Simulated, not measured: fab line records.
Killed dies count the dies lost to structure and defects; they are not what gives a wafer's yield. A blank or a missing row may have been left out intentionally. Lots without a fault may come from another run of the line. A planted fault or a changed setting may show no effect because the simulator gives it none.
Matching of chambers || flow sfq line || SFQ_TRILAYER_I0_CMP_CMP_028 on cmp-02: 4 sister chambers
The step polishes SiO2. 18 wafers are shown with their chamber, then 9 later ones without.

## WAFERS, EACH WITH ITS CHAMBER
{"wafer": "L928.1", "chamber": 2, "motor current A (A)": 9.1, "time to endpoint s (s)": 206}
{"wafer": "L928.4", "chamber": 3, "motor current A (A)": 11.3, "time to endpoint s (s)": 216}
{"wafer": "L928.5", "chamber": 1, "motor current A (A)": 9.8, "time to endpoint s (s)": 220}
{"wafer": "L932.1", "chamber": 0, "motor current A (A)": 9.5, "time to endpoint s (s)": 205}
{"wafer": "L932.3", "chamber": 2, "motor current A (A)": 9.6, "time to endpoint s (s)": 204}
{"wafer": "L932.4", "chamber": 3, "motor current A (A)": 11.7, "time to endpoint s (s)": 213}
{"wafer": "L935.2", "chamber": 2, "motor current A (A)": 9.3, "time to endpoint s (s)": 209}
{"wafer": "L935.3", "chamber": 3, "motor current A (A)": 11.2, "time to endpoint s (s)": 209}
{"wafer": "L935.4", "chamber": 0, "motor current A (A)": 10.0, "time to endpoint s (s)": 223}
{"wafer": "L936.2", "chamber": 0, "motor current A (A)": 9.8, "time to endpoint s (s)": 210}
{"wafer": "L936.4", "chamber": 3, "motor current A (A)": 11.5, "time to endpoint s (s)": 208}
{"wafer": "L936.5", "chamber": 2, "motor current A (A)": 9.2, "time to endpoint s (s)": 212}
{"wafer": "L939.1", "chamber": 3, "motor current A (A)": 11.4, "time to endpoint s (s)": 210}
{"wafer": "L939.3", "chamber": 0, "motor current A (A)": 9.7, "time to endpoint s (s)": 222}
{"wafer": "L939.4", "chamber": 2, "motor current A (A)": 9.4, "time to endpoint s (s)": 215}
{"wafer": "L942.2", "chamber": 3, "motor current A (A)": 11.3, "time to endpoint s (s)": 214}
{"wafer": "L942.4", "chamber": 0, "motor current A (A)": 10.1, "time to endpoint s (s)": 221}
{"wafer": "L942.6", "chamber": 0, "motor current A (A)": 10.1, "time to endpoint s (s)": 225}

SIGNATURES (means of the wafers above)
{"reading": "motor current A", "chamber 0": 9.867, "chamber 1": 9.800, "chamber 2": 9.320, "chamber 3": 11.400, "scatter within a chamber": 0.207}
{"reading": "time to endpoint s", "chamber 0": 217.67, "chamber 1": 220.00, "chamber 2": 209.20, "chamber 3": 211.67, "scatter within a chamber": 5.73}
Rule: for each reading, subtract the chamber's mean from the wafer's reading, divide by that reading's scatter and square the result; add these up over the readings and take the root, which gives the wafer's distance from the chamber. The wafer belongs to the nearest chamber; if the next one is less than 2 further off, it can't be placed. The scatter is the square root of a quotient: the sum, over the shown wafers, of each reading's squared deviation from its chamber's mean, divided by wafers minus chambers.

## WAFERS MISSING THEIR CHAMBER
{"wafer": "L945.2", "motor current A (A)": 9.7, "time to endpoint s (s)": 203}
{"wafer": "L945.4", "motor current A (A)": 11.5, "time to endpoint s (s)": 216}
{"wafer": "L945.6", "motor current A (A)": 9.6, "time to endpoint s (s)": 211}
{"wafer": "L946.1", "motor current A (A)": 9.5, "time to endpoint s (s)": 215}
{"wafer": "L946.2", "motor current A (A)": 9.7, "time to endpoint s (s)": 215}
{"wafer": "L946.5", "motor current A (A)": 9.4, "time to endpoint s (s)": 209}
{"wafer": "L947.1", "motor current A (A)": 9.2, "time to endpoint s (s)": 223}
{"wafer": "L947.2", "motor current A (A)": 9.6, "time to endpoint s (s)": 225}
{"wafer": "L947.5", "motor current A (A)": 9.2, "time to endpoint s (s)": 238}

## THE CHAMBER EACH PASSED THROUGH
{"wafer": "L945.2", "from the rows above": "can't be placed: 2 or 0 or 1", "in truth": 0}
{"wafer": "L945.4", "from the rows above": 3, "in truth": 3}
{"wafer": "L945.6", "from the rows above": "can't be placed: 2 or 0 or 1", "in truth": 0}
{"wafer": "L946.1", "from the rows above": "can't be placed: 2 or 1 or 0", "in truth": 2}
{"wafer": "L946.2", "from the rows above": "can't be placed: 0 or 1 or 2", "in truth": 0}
{"wafer": "L946.5", "from the rows above": 2, "in truth": 2}
{"wafer": "L947.1", "from the rows above": "can't be placed: 2 or 1 or 0", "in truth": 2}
{"wafer": "L947.2", "from the rows above": "can't be placed: 1 or 0 or 2", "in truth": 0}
{"wafer": "L947.5", "from the rows above": "can't be placed: 1 or 0 or 2", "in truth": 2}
2 of 9 placed correctly. Unplaceable from these rows: 7, with the true chamber sitting among the candidates in 7. Wrongly placed: 0.
